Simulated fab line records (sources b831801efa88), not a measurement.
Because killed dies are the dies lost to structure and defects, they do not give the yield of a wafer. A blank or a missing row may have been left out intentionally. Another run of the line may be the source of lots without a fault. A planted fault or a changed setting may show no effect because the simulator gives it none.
Comparing a struck lot with a sound one || flow sky130 || 15 out of 708 route steps
Sound: wafers L862.3, L862.4, L862.5. Struck: wafer L878.6 (L878.1, L878.2, from the same lot, were not struck and are left out); the cause is given at the end.
Per side, at each step with rows, come the tool, then ch with its chambers, and then its first start. Under that, the readings that differ: sound wafers || struck wafers || difference of the means || sigmas: that difference in standard deviations of wafers without a fault.
alike: readings with means less than 2 such deviations apart, plus words and numbers identical on both sides. not compared: withheld readings, readings lacking a value on some wafer, bounds such as >300 that could conceal the same value, and numbers that have no deviation in the record and whose values overlap.
Wherever a step has rows on one side only, a row that says differs or no value, or a row with sigmas, the two part there. Numbers that have no deviation but don't overlap get no sigmas and don't part them. Lack of a reading on every wafer of one side parts them only where that side has two or more wafers.

first, 8 steps without rows for these wafers: SKY_POLY_GATE_DEHYDRATE_05 (time 60 s); SKY_POLY_GATE_HMDS_06 (prime time 60 s); SKY_POLY_GATE_COAT_07 (resist thk 110 nm); SKY_POLY_GATE_COAT_08 (resist thk 450 nm); SKY_POLY_GATE_SOFTBAKE_09 (time 90 s); SKY_POLY_GATE_EXPOSE_10 (exposes mask P1M, target cd 150 nm); SKY_POLY_GATE_PEB_11; SKY_POLY_GATE_DEVELOP_12 (develop time 60 s).
SKY_POLY_GATE_CD_MEAS_13: target cd 150 nm.
  sound on cd sem-02, day 17 22:49; struck on cd sem-02, day 23 02:05
  alike: cd nm
SKY_POLY_GATE_OVL_MEAS_14:
  sound on overlay-01, day 17 22:54; struck on overlay-02, day 23 02:12
  alike: POLY_GATE_OVL
SKY_POLY_GATE_ETCH_15: etches BARC in N2/H2, stops on SiO2, time 118.5 s, target depth 110 nm.
  sound on rie diel-02 ch 1,2,3, day 17 22:56; struck on rie diel-01 ch 0, day 23 02:14
{"reading": "oes product au (a.u.)", "sound": "0.710 0.708 0.710", "struck": 0.719, "difference": "+0.010", "sigmas": "+2"}
{"reading": "throttle valve pct (%)", "sound": "13.203 13.222 13.207", "struck": 13.186, "difference": -0.025, "sigmas": -3}
  alike: drypump motor current A, rf fwd power W
  not compared: rf hours counter h
SKY_POLY_GATE_ETCH_16: etches Si3N4 in CH3F/O2, stops on poly-Si, time 147.5 s, target depth 75 nm.
  sound on rie diel-02 ch 1,2,3, day 17 23:01; struck on rie diel-01 ch 0, day 23 02:19
  alike: ch3f flow sccm, drypump motor current A, oes product au, rf fwd power W, throttle valve pct
  not compared: rf hours counter h
SKY_POLY_GATE_ETCH_17: etches poly-Si in HBr/Cl2, stops on SiO2, target depth 180 nm, time 70.5 s.
  sound on rie si-01 ch 0,2,3, day 17 23:07; struck on rie si-01 ch 0, day 23 02:25
{"reading": "rf fwd power W (W)", "sound": "398.0 398.1 394.7", "struck": 459.5, "difference": "+62.6", "sigmas": "+39"}
{"reading": "model.KrF-thick_of_POLY_GATE_COAT_08.thk nm (nm)", "sound": "143 139.5 140.1", "struck": 135.8, "difference": -5.1, "sigmas": ""}
{"reading": "model.SiO2_of_SONOS_ONO_CVD_04.thk nm (nm)", "sound": "3.942 4.003 4.058", "struck": 3.935, "difference": -0.066, "sigmas": ""}
  alike: HBr_flow_sccm, drypump motor current A, mfc cl2 sccm, oes product au, throttle valve pct
  not compared: rf hours counter h
SKY_POLY_GATE_STRIP_18: strips in O2/N2.
  sound on plasma asher-04 ch 0,1, day 17 23:12; struck on plasma asher-04 ch 0, day 23 02:28
  alike: drypump motor current A, oes product au, strip time to endpoint s
  not compared: rf hours counter h
-- record jumps: 27 days separate the struck wafers' starts on either side; left off in module POLY_GATE, taken up again in module PAD_OPEN, whose first shown step is the route's number 708 --
SKY_PAD_OPEN_PROBE_99:
  sound on prober-02, day 46 23:05; struck on prober-02, day 50 06:08
  alike: killed_at_M0_to_M3, killed_at_M4_up, killed at contacts, killed at front end, killed at other, killed dies, killed open, killed short

WHERE THEY PART
Earliest at SKY_POLY_GATE_ETCH_15; latest, in this record, at SKY_POLY_GATE_ETCH_17. Later steps at which nothing parts them and some readings are alike: SKY_POLY_GATE_STRIP_18, SKY_PAD_OPEN_PROBE_99.

WHY: the cause the simulator had injected
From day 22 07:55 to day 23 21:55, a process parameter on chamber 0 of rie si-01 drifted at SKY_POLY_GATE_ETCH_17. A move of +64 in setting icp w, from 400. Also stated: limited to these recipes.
